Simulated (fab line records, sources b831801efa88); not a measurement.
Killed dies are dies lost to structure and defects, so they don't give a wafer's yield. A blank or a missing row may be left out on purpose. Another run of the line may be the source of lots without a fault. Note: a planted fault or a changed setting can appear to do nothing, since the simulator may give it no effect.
A lot that was struck, set against a sound lot ; flow sky130 ; 15 steps out of a route of 708
Sound: these wafers, L897.2, L897.5, L897.6. Wafers L890.1, L890.5, L890.6 were the ones struck. At the end, the cause is stated.
Order at every step that has rows: each side's tool, ch and its chambers, its first start. Under that, the readings that differ: sound wafers ; struck wafers ; difference of the means ; sigmas: that difference in standard deviations of wafers without a fault.
alike: a reading whose means differ by less than 2 such deviations, as well as words and numbers matching on both sides. not compared: withheld readings; readings where some wafer has no value; bounds like >300 that might hide an equal value; numbers whose values overlap and for which the record gives no deviation.
Wherever a step has rows on one side only, a row that says differs or no value, or a row with sigmas, the two part there. Numbers that don't overlap but have no deviation are shown without sigmas and don't part them. A reading missing from all wafers of one side parts the sides only when that side holds two or more wafers.

first, 7 steps without rows for these wafers: SKY_CONTACT_HMDS_07 (prime time 60 s); SKY_CONTACT_COAT_08 (resist thk 60 nm); SKY_CONTACT_COAT_09 (resist thk 444.6 nm); SKY_CONTACT_SOFTBAKE_10 (time 90 s); SKY_CONTACT_EXPOSE_11 (exposes mask CTM1, target cd 170 nm); SKY_CONTACT_PEB_12; SKY_CONTACT_DEVELOP_13 (develop time 60 s).
SKY_CONTACT_CD_MEAS_14: target cd 170 nm.
  sound on cd sem-01, day 36 14:45; struck on cd sem-01, day 33 20:50
  alike: cd nm
SKY_CONTACT_OVL_MEAS_15:
  sound on overlay-02, day 36 14:52; struck on overlay-01, day 33 20:57
reading;sound;struck;difference;sigmas
CONTACT_OVL (nm);17 14 16;-4 -1 -3;-18;-3
SKY_CONTACT_ETCH_16: etches BARC in N2/H2, stops on SiO2, time 45.9 s, target depth 60 nm.
  sound on rie diel-01 ch 0,1, day 36 14:53; struck on rie diel-01 ch 0,1,2, day 33 20:59
  alike: drypump motor current A, n2 flow sccm, oes product au, throttle valve pct
  not compared: rf hours counter h
SKY_CONTACT_ETCH_17: etches SiO2 in C4F8/O2/Ar, stops on Si3N4, target depth 340 nm.
  sound on rie diel-01 ch 0,1, day 36 14:56; struck on rie diel-01 ch 0,1,2, day 33 21:02
  alike: oes product au
SKY_CONTACT_ETCH_18: etches Si3N4 in CHF3/O2, stops on TiN, time 39 s, target depth 75 nm.
  sound on rie diel-01 ch 0,1; struck on rie diel-01 ch 0,1,2
  alike: drypump motor current A, oes product au, throttle valve pct
  not compared: rf hours counter h
SKY_CONTACT_STRIP_19: strips in O2/N2.
  sound on plasma asher-02 ch 0,1, day 36 15:01; struck on plasma asher-03 ch 0,1, day 33 21:07
reading;sound;struck;difference;sigmas
strip time to endpoint s (s);3.46 3.46 3.53;3.29 3.31 3.31;-0.18;-3
  alike: drypump motor current A, n2 flow sccm, oes product au
  not compared: rf hours counter h
then, 1 step without rows for these wafers: SKY_CONTACT_STRIP_20 (strips in post etch residue remover, time 1200 s).
-- the record jumps here: 14 days lie between the struck wafers' starts before and after (it left off in module CONTACT and takes up again in module PAD_OPEN, whose first step shown is number 708 of the route) --
SKY_PAD_OPEN_PROBE_99:
  sound on prober-02, day 49 15:30; struck on prober-02, day 47 16:24
reading;sound;struck;difference;sigmas
killed_at_M0_to_M3;44 38 58;28 31 34;-16;-2
  alike: killed_at_M4_up, killed at contacts, killed at front end, killed at other, killed dies, killed on rim, killed open, killed short

WHERE THEY PART
At SKY_CONTACT_OVL_MEAS_15 first; at SKY_PAD_OPEN_PROBE_99 last (within this record only).

WHY: whatever the simulator had introduced
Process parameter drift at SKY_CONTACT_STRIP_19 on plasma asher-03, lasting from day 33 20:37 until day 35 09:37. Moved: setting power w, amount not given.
